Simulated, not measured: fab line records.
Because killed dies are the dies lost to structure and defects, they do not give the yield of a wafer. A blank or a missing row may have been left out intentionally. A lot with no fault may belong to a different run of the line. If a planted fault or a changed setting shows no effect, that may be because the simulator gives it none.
One fault seen from 2 desks -- flow sky130 -- only its own numbers are on each desk; what lay behind them is given at the end

## FROM THE METROLOGY DESK
Lot by lot, what the gauges showed, no matter which tool ran the lot: averages of those sampled wafers that carry a number. Any lot whose mean is over 4 standard deviations away from the usual mean is out of limits and marked OUT; that distance is given in the brackets.
Columns: A = NWELL_00_OVL at SKY_NWELL_OVL_MEAS_10, usual 0.0 nm; B = VT_ADJUST_NCORE_TW at SKY_VT_ADJUST_NCORE_TW_MEAS_11, usual 218.4; C = cd nm at SKY_VT_ADJUST_HVTR_CD_MEAS_07, usual 380.8 nm
lot,first seen here,A,B,C
L595,day 4 14:46,0.0,218.4,376.9
L596,day 4 20:42,-0.1,216.0,377.1
L599,day 5 11:47,0.3,217.2,381.9
L600,day 5 19:53,-1.6,218.0,380.6
L601,day 6 04:22,-1.2,217.3,379.0
L603,day 6 22:22,0.3,219.0,382.5
L605,day 7 04:22,0.3,218.7,382.6
L606,day 7 08:13,-1.9,219.4,382.2
L607,day 7 15:55,0.7,217.9,381.8
L608,day 7 23:31,0.8,218.0,419.7 (+16) OUT
L609,day 8 01:46,-0.8,218.9,380.0
L611,day 8 12:53,-0.3,218.8,381.6
L612,day 8 19:16,-0.3,218.9,410.0 (+12) OUT
L615,day 9 08:13,1.2,218.6,380.2
This desk's verdict: out of limits on L608, L612, starting with L608 at day 13 19:29 (cd nm at SKY_VT_ADJUST_HVTR_CD_MEAS_07). In limits: L595, L596, L599, L600, L601, L603, L605, L606, L607, L609, L611, L615.

## TOOL OWNER'S DESK, litho track-03
The tool's own readings at SKY_VT_ADJUST_HVTR_DEVELOP_06 (develop time 60 s): means of the sampled wafers that have a number, for each lot that ran on this tool. Any lot whose mean is over 4 standard deviations away from the usual mean is out of limits and marked OUT; that distance is given in the brackets.
Columns: A = developer temp C at SKY_VT_ADJUST_HVTR_DEVELOP_06, usual 22.96 C
lot,first seen here,A
L595,day 9 11:23,22.93
L606,day 12 23:35,23.03
L607,day 13 11:08,22.81
L608,day 13 19:20,22.89
L612,day 14 20:18,23.05
This desk's verdict: no lot among the 5 shows anything out of limits.

## PUT TOGETHER
At day 13 19:29 the metrology desk could have sounded an alarm, on L608, L612.
The tool owner's desk saw nothing out of limits.
On record at the tool owner's desk: L608, L612, within its limits.
Every lot named ran SKY_VT_ADJUST_HVTR_DEVELOP_06 on litho track-03.

## WHAT THE SIMULATOR HAD PUT IN
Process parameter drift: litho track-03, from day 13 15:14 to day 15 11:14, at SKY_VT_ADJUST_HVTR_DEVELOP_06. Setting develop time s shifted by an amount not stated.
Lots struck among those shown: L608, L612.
Hours from the fault's start to each desk's first reading out of limits: the metrology desk, 4.
